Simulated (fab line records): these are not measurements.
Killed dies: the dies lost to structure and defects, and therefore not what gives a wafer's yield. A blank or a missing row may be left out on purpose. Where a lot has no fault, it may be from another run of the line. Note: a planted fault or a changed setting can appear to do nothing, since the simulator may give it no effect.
Comparing a struck lot with a sound one | flow gf180mcu | 14 out of 602 route steps
Sound: these wafers, L670.2, L670.3, L670.5. Struck: wafers L678.3, L678.4, L678.6. The cause comes at the end.
Each step with rows lists, per side, the tool, then ch with its chambers, then its first start. Under that, the readings that differ: sound wafers | struck wafers | difference of the means | sigmas: that difference in standard deviations of wafers without a fault.
alike: words and numbers the same on both sides, and readings whose means are apart by under 2 such deviations; not compared: readings that were withheld, readings missing a value for some wafer, numbers with overlapping values and no deviation given by the record, and bounds like >300 which may hide the same value.
The two part at a step that has a row with sigmas, a row that says differs or no value, or rows on one side only. Numbers that have no deviation but don't overlap get no sigmas and don't part them. A reading that every wafer of one side lacks parts them only if that side has two wafers or more.

first, 2 steps without rows for these wafers: GF_M4_CLEAN_19 (cleans in DIW); GF_V4_CVD_00 (deposits SiO2, target thk 600 nm, time 100 s).
GF_V4_THK_MEAS_01:
  struck on film metro-03, day 29 22:16; sound on film metro-04, day 27 17:06
  alike: V4_CVD_00_THK
GF_V4_CVD_02: deposits SiO2 from TEOS, target thk 850 nm, time 94.851 s.
  sound on pecvd-04 ch 1,2, day 27 17:09; struck on pecvd-02 ch 1,2, day 29 22:19
  alike: heater power w
GF_V4_THK_MEAS_03:
  struck on film metro-04, day 29 22:24; sound on film metro-02, day 27 17:14
  alike: V4_CVD_02_THK
GF_V4_CMP_04: polishes SiO2.
  sound on cmp-01 ch 1,2,3, day 27 17:36; struck on cmp-02 ch 0,1,3, day 29 22:32
  alike: edge zone pressure frac, motor current A, time to endpoint s
GF_V4_BOW_MEAS_05:
  struck on film metro-02, day 29 22:47; sound on film metro-03, day 27 17:52
  alike: V4_BOW
then, 5 steps without rows for these wafers: GF_V4_DEHYDRATE_06 (time 60 s); GF_V4_HMDS_07 (prime time 60 s); GF_V4_COAT_08; GF_V4_COAT_09 (resist thk 1000 nm); GF_V4_SOFTBAKE_10 (time 60 s).
GF_V4_EXPOSE_11: exposes mask Via4, target cd 260 nm.
  struck on krf scanner-01, day 30 08:34; sound on krf scanner-01 ch 0, day 28 05:11
  no value came back on the struck wafers for exposure dose mJ cm2, focus offset nm (nm); on the sound wafers exposure dose mJ cm2 reads 37.99 37.97 37.94
  alike: mask
then, 1 step without rows for these wafers: GF_V4_PEB_12 (peb time 90 s).

== WHERE THEY PART ==
Only at GF_V4_EXPOSE_11, within this record.

WHY: the cause the simulator had injected
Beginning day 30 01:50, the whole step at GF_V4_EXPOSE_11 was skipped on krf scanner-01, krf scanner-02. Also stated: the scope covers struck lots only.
